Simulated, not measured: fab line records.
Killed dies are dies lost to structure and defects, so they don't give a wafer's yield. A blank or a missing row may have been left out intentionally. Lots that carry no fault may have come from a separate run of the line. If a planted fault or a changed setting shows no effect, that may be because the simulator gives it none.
Struck lot and sound lot, side by side    flow gf180mcu    15 out of 602 route steps
Sound: the wafers L767.2, L767.4, L767.5. Wafers L766.2, L766.4, L766.5 were the ones struck. The cause comes at the end.
Per side, at each step with rows, come the tool, then ch with its chambers, and then its first start. Under that, the readings that differ: sound wafers    struck wafers    difference of the means    sigmas: that difference in standard deviations of wafers without a fault.
alike: readings with means less than 2 such deviations apart, plus words and numbers identical on both sides. not compared: withheld readings, readings lacking a value on some wafer, bounds such as >300 that could conceal the same value, and numbers that have no deviation in the record and whose values overlap.
The two part at a step that has a row with sigmas, a row that says differs or no value, or rows on one side only. Numbers that have no deviation but don't overlap get no sigmas and don't part them. Lack of a reading on every wafer of one side parts them only where that side has two or more wafers.

GF_V4_OVL_MEAS_15:
  sound on overlay-01, day 30 12:17; struck on overlay-02, day 30 07:28
  alike: V4_OVL
GF_V4_ETCH_16: etches BARC in N2/H2.
  sound on rie diel-01 ch 0,1,3, day 30 12:19; struck on rie diel-03 ch 1,2, day 30 07:30
  alike: drypump motor current A, oes product au, throttle valve pct
GF_V4_ETCH_17: etches SiO2 in C4F8/O2/Ar, stops on TiN, target depth 630 nm.
  sound: rie diel-01 ch 0,1,3; struck: rie diel-03 ch 1,2
  alike: oes product au
GF_V4_STRIP_18: strips in O2/N2.
  sound on plasma asher-01 ch 0,1, day 30 12:26; struck on plasma asher-02 ch 0,1, day 30 07:38
  alike: drypump motor current A, heater power w, oes product au
  not compared: rf hours counter h
then, 4 steps without rows for these wafers: GF_V4_STRIP_19 (strips in post etch residue remover, time 1200 s); GF_V4_CLEAN_20 (cleans in DIW); GF_V4_SPUTTER_21 (material Ti, target thk 15 nm, time 80.02 s); GF_V4_SPUTTER_22 (material TiN, target thk 10 nm, time 40 s).
GF_V4_CVD_23: deposits W, target thk 350 nm, time 104.9 s.
  sound on cvd w-02 ch 0, day 30 13:04; struck on cvd w-01 ch 0,1, day 30 08:16
  alike: heater power w
GF_V4_RS_MEAS_24: a four-point-probe measurement.
  sound on film metro-01, day 30 13:12; struck on film metro-04, day 30 08:28
  alike: V4_W_RS
GF_V4_THK_MEAS_25: measures by xrf.
  sound on film metro-01, day 30 13:19; struck on film metro-04, day 30 08:35
  alike: V4_W_THK
then, 1 step without rows for these wafers: GF_V4_CMP_26 (polishes, stops on SiO2, t overpolish 15 s, target thk 0 nm).
GF_MIM_SPUTTER_00: material Ti, target thk 37.5 nm, time 150 s.
  sound on pvd sputter-03, day 30 13:40; struck on pvd sputter-04, day 30 09:03
  no value came back on the struck wafers for cathode dc power W (W), chamber pressure pa (Pa), throttle valve pct (%); on the sound wafers cathode dc power W (W) reads 4001.7 3999.4 3997.7
GF_MIM_SPUTTER_01: material TiN, target thk 30 nm, time 25 s.
  sound on pvd sputter-03, day 30 13:46; struck on pvd sputter-04, day 30 09:10
  alike: cathode dc power W, chamber pressure pa, throttle valve pct
-- the record jumps here: 4 days lie between the struck wafers' starts before and after (it left off in module MIM and takes up again in module PASSIVATION, whose first step shown is number 602 of the route) --
GF_PASSIVATION_PROBE_99:
  record: rows for the struck wafers here (prober-01, day 34 05:46), none for the sound ones

WHERE THEY PART
Last at GF_PASSIVATION_PROBE_99 as far as this record goes, first at GF_MIM_SPUTTER_00.

WHY: the cause the simulator had injected
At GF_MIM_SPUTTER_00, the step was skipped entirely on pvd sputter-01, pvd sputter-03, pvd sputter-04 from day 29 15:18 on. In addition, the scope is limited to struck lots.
